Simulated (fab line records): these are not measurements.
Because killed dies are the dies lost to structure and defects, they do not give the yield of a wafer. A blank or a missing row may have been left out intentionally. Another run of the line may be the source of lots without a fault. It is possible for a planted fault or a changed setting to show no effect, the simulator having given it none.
Commonality check across tools :: flow sky130 :: 36 wafers sampled across 12 lots

WHY THIS WAS OPENED
SKY_GATE_OXIDE_OVL_MEAS_10, reading GATE_OXIDE_OVL: flagged on 4 of 12 lots. Fault-free wafers read 0.1 nm, with a standard deviation of 1.2.
Rule: a lot gets a flag if all its wafers with a number sit over 4 standard deviations from that mean, or if no wafer of it has a number. As for the other lots, they are considered sound.

lot: L211
measured: day 13 23:02
on: overlay-01
GATE_OXIDE_OVL (nm), wafer by wafer: -0.2 -0.7 0.3
flag: 

lot: L212
measured: day 14 07:17
on: overlay-02
GATE_OXIDE_OVL (nm), wafer by wafer: -1.2 0.3 -1.5
flag: 

lot: L213
measured: day 14 12:05
on: overlay-01
GATE_OXIDE_OVL (nm), wafer by wafer: 0.5 -1.4 -0.4
flag: 

lot: L215
measured: day 14 23:35
on: overlay-02
GATE_OXIDE_OVL (nm), wafer by wafer: -93.3 -93.1 -92.3
flag: FLAGGED

lot: L216
measured: day 15 11:59
on: overlay-01
GATE_OXIDE_OVL (nm), wafer by wafer: -93.2 -92.2 -92.3
flag: FLAGGED

lot: L218
measured: day 16 05:28
on: overlay-02
GATE_OXIDE_OVL (nm), wafer by wafer: -92.0 -92.7 -92.5
flag: FLAGGED

lot: L219
measured: day 16 15:52
on: overlay-02
GATE_OXIDE_OVL (nm), wafer by wafer: -94.2 -93.0 -93.0
flag: FLAGGED

lot: L223
measured: day 18 00:55
on: overlay-02
GATE_OXIDE_OVL (nm), wafer by wafer: 0.6 1.6 0.6
flag: 

lot: L227
measured: day 19 07:01
on: overlay-01
GATE_OXIDE_OVL (nm), wafer by wafer: 1.7 0.9 2.3
flag: 

lot: L229
measured: day 19 22:50
on: overlay-02
GATE_OXIDE_OVL (nm), wafer by wafer: -0.2 0.9 2.3
flag: 

lot: L231
measured: day 20 14:26
on: overlay-02
GATE_OXIDE_OVL (nm), wafer by wafer: -0.4 0.4 1.2
flag: 

lot: L232
measured: day 21 02:56
on: overlay-02
GATE_OXIDE_OVL (nm), wafer by wafer: 1.4 1.3 0.2
flag: 
On average the flagged lots' numbers are -92.8 nm, which is -92.9 nm against the usual, or -77 standard deviations.

WHICH TOOL EACH LOT WENT THROUGH
The record holds 1 process step before the reading, out of a route of 708 steps. Each cell gives the tool, then ch followed by the chambers the sampled wafers passed through, then the start.
lot: L211
flag: 
SKY_GATE_OXIDE_EXPOSE_07: iline_stepper-02 ch 0, day 13 10:24

lot: L212
flag: 
SKY_GATE_OXIDE_EXPOSE_07: iline_stepper-01 ch 0, day 13 17:55

lot: L213
flag: 
SKY_GATE_OXIDE_EXPOSE_07: iline_stepper-01 ch 0, day 13 23:02

lot: L215
flag: FLAGGED
SKY_GATE_OXIDE_EXPOSE_07: iline_stepper-01 ch 0, day 14 10:32

lot: L216
flag: FLAGGED
SKY_GATE_OXIDE_EXPOSE_07: iline_stepper-01 ch 0, day 14 22:07

lot: L218
flag: FLAGGED
SKY_GATE_OXIDE_EXPOSE_07: iline_stepper-01 ch 0, day 15 16:00

lot: L219
flag: FLAGGED
SKY_GATE_OXIDE_EXPOSE_07: iline_stepper-01 ch 0, day 16 01:56

lot: L223
flag: 
SKY_GATE_OXIDE_EXPOSE_07: iline_stepper-02 ch 0, day 17 10:23

lot: L227
flag: 
SKY_GATE_OXIDE_EXPOSE_07: iline_stepper-02 ch 0, day 18 15:48

lot: L229
flag: 
SKY_GATE_OXIDE_EXPOSE_07: iline_stepper-02 ch 0, day 19 07:37

lot: L231
flag: 
SKY_GATE_OXIDE_EXPOSE_07: iline_stepper-02 ch 0, day 19 23:17

lot: L232
flag: 
SKY_GATE_OXIDE_EXPOSE_07: iline_stepper-02 ch 0, day 20 11:34
What these steps do:
- SKY_GATE_OXIDE_EXPOSE_07: exposes mask LVOM, target cd 600 nm.
- SKY_GATE_OXIDE_OVL_MEAS_10

FLAGGED OVER TOTAL, TOOL BY TOOL (the gauges that took the reading come last)
step: SKY_GATE_OXIDE_EXPOSE_07
tool: iline_stepper-01
lots run: 6
flagged: 4
share of the flagged lots: all
sound lots run after its first flagged lot: 0

step: SKY_GATE_OXIDE_EXPOSE_07
tool: iline_stepper-02
lots run: 6
flagged: 0
share of the flagged lots: none
sound lots run after its first flagged lot: -

step: SKY_GATE_OXIDE_OVL_MEAS_10
tool: overlay-01
lots run: 4
flagged: 1
share of the flagged lots: some
sound lots run after its first flagged lot: 1 (L227)

step: SKY_GATE_OXIDE_OVL_MEAS_10
tool: overlay-02
lots run: 8
flagged: 3
share of the flagged lots: some
sound lots run after its first flagged lot: 4 (L223,L229,L231,L232)

WHAT THE TABLE PERMITS
All flagged lots share 1 row of the table, namely iline_stepper-01 at SKY_GATE_OXIDE_EXPOSE_07.
- iline_stepper-01 at SKY_GATE_OXIDE_EXPOSE_07: 4 of its 6 lots flagged. A fault beginning between L213 (day 13 23:02), its last sound lot, and L215 (day 14 10:32), its first flagged one, fits the data.
Just one tool remains: iline_stepper-01 at SKY_GATE_OXIDE_EXPOSE_07.

WHAT HAD BEEN PUT IN BY THE SIMULATOR
Scanner matching overlay: iline_stepper-01, from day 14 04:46 on, at SKY_GATE_OXIDE_EXPOSE_07. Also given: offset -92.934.
Struck lots among those shown: L215, L216, L218, L219. This agrees with what the rule above found.
